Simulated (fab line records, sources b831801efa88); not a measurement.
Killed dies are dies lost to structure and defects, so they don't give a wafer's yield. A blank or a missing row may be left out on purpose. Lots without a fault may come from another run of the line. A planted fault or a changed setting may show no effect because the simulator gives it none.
Which tool did it? | flow gf180mcu | 13 lots, 39 wafers sampled, at 3 steps of a route of 602

WHAT THE GAUGES READ, wafer by wafer
GF_V3_CD_MEAS_14: target cd 260 nm.
lot  | measured     | on        | cd_nm (nm)
L314 | day 23 01:35 | cd_sem-01 | 260.6 259.8 259.8
L315 | day 23 01:49 | cd_sem-02 | 260.3 260.3 260.5
L316 | day 23 14:02 | cd_sem-01 | 259.5 260.8 259.8
L319 | day 24 03:18 | cd_sem-01 | 262.3 261.5 261.8
L321 | day 24 22:25 | cd_sem-02 | 260.4 260.7 259.8
L322 | day 25 10:18 | cd_sem-01 | 258.0 258.5 258.6
L323 | day 26 04:01 | cd_sem-01 | 259.2 260.6 259.3
L324 | day 26 05:35 | cd_sem-01 | 258.1 257.8 257.7
L328 | day 27 09:18 | cd_sem-02 | 259.3 260.3 259.7
L330 | day 27 16:52 | cd_sem-02 | 260.6 259.3 258.7
L333 | day 28 20:55 | cd_sem-02 | 260.3 259.2 259.0
L335 | day 29 07:20 | cd_sem-01 | 259.4 260.8 261.2
L337 | day 29 17:56 | cd_sem-01 | 261.7 261.0 261.6

WHICH TOOL RAN EACH LOT (tool, then ch and the chambers of the sampled wafers, then the start)
lot  | GF_LVPWELL_IMPLANT_09          | GF_V2_CMP_26
L314 | implanter-01 ch 0, day 4 06:17 | cmp-02 ch 1,2, day 21 00:52
L315 | implanter-04 ch 0, day 4 06:27 | cmp-01 ch 0,1,3, day 21 01:39
L316 | implanter-01 ch 0, day 4 13:11 | cmp-01 ch 2,3, day 21 13:28
L319 | implanter-01 ch 0, day 5 01:56 | cmp-02 ch 0,2,3, day 22 03:07
L321 | implanter-04 ch 0, day 5 12:08 | cmp-02 ch 0,1,2, day 22 23:53
L322 | implanter-01 ch 0, day 5 20:22 | cmp-02 ch 0,1, day 23 13:01
L323 | implanter-04 ch 0, day 6 05:54 | cmp-02 ch 0,2,3, day 24 06:53
L324 | implanter-01 ch 0, day 6 07:16 | cmp-02 ch 0,1,2, day 24 09:05
L328 | implanter-04 ch 0, day 7 06:59 | cmp-02 ch 1,3, day 25 13:53
L330 | implanter-04 ch 0, day 7 12:41 | cmp-02 ch 0,1,2, day 25 22:00
L333 | implanter-01 ch 0, day 8 08:02 | cmp-02 ch 0,2, day 27 03:53
L335 | implanter-01 ch 0, day 8 19:04 | cmp-01 ch 0,1,2, day 27 13:03
L337 | implanter-03 ch 0, day 9 06:14 | cmp-01 ch 0,2,3, day 28 00:51
- GF_LVPWELL_IMPLANT_09
- GF_V2_CMP_26: polishes, stops on SiO2, t overpolish 15 s, target thk 0 nm.

WHAT THE TOOLS THEMSELVES READ (means of the sampled wafers that have a number; where no wafer has one, the mark that the record gives instead)
GF_LVPWELL_IMPLANT_09.
lot  | tool         | beam_energy_keV
L314 | implanter-01 | 60.017
L315 | implanter-04 | 60.014
L316 | implanter-01 | 60.011
L319 | implanter-01 | 59.981
L321 | implanter-04 | 60.001
L322 | implanter-01 | 60.035
L323 | implanter-04 | 59.991
L324 | implanter-01 | 59.981
L328 | implanter-04 | 55.432
L330 | implanter-04 | 55.438
L333 | implanter-01 | 59.998
L335 | implanter-01 | 59.983
L337 | implanter-03 | 60.005

GF_V2_CMP_26.
lot  | tool   | edge_zone_pressure_frac | head_pressure_psi (psi) | motor_current_A (A) | overpolish_run_s (s) | time_to_endpoint_s (s)
L314 | cmp-02 | 1.007                   | 3.500                   | 10.0                | 15.005               | 86.0
L315 | cmp-01 | 1.001                   | 3.505                   | 10.0                | 14.993               | 83.2
L316 | cmp-01 | 1.002                   | 3.503                   | 9.9                 | 15.007               | 84.9
L319 | cmp-02 | 1.002                   | 3.500                   | 10.9                | 15.009               | 82.8
L321 | cmp-02 | 1.001                   | 3.496                   | 10.4                | 15.003               | 84.7
L322 | cmp-02 | 1.002                   | 3.503                   | 11.1                | 15.003               | 87.8
L323 | cmp-02 | 1.004                   | 3.498                   | 10.9                | 14.996               | 83.0
L324 | cmp-02 | 1.001                   | 3.497                   | 10.9                | 15.001               | 80.9
L328 | cmp-02 | 1.000                   | 3.503                   | 11.0                | 15.004               | 86.8
L330 | cmp-02 | 1.005                   | 3.499                   | 10.2                | 14.998               | 84.8
L333 | cmp-02 | 0.999                   | 3.497                   | 10.8                | 15.000               | 84.0
L335 | cmp-01 | 1.001                   | 3.505                   | 10.6                | 14.988               | 80.9
L337 | cmp-01 | 1.001                   | 3.506                   | 10.0                | 15.003               | 88.6

THE ANSWER, worked out from the rows above alone
Rule: what is usual is taken from the lots themselves. Put in order of their means at a reading, lots are off if they are a third of the lots or fewer, leave a main group of 4 or more, and stand apart from it by a gap of 3 or more times the standard deviation of the main group's means; of several such gaps the widest counts. A main group whose means are all the same, to the digits that the tables above print for the reading, isn't used. A lot without any number at a reading at which 4 lots or more have one is off too. The other lots that the step has rows for count as sound. The gauges are gone through in route order, then the tools' own readings, and for those a lot's mean is taken as printed above. The first step at which some lot is off is used, and at that step the reading that is off furthest; a lot without a number counts as furthest.
Off: L328, L330, at GF_LVPWELL_IMPLANT_09 (beam_energy_keV). The main group: mean 60.002, standard deviation 0.016.
A tool fits if, at that step or a process step before it, it ran every lot that is off, and no sound lot after the first of them. One fits: implanter-04 at GF_LVPWELL_IMPLANT_09. Its last sound lot is L323 (day 6 05:54), its first lot that is off L328 (day 7 06:59): a fault that began between those two fits.
The tool's own readings at GF_LVPWELL_IMPLANT_09 bear it out: on the lots that are off they differ by more than 5 times the standard deviation of the sound lots' means. beam_energy_keV reads 55.435 there against 60.002 on the sound lots.

WHAT THE SIMULATOR HAD PUT IN
Process parameter drift: implanter-04, from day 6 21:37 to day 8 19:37, at GF_LVPWELL_IMPLANT_09. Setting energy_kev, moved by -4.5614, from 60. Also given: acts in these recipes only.
Lots struck among those shown: L328, L330. The rule above found the same.
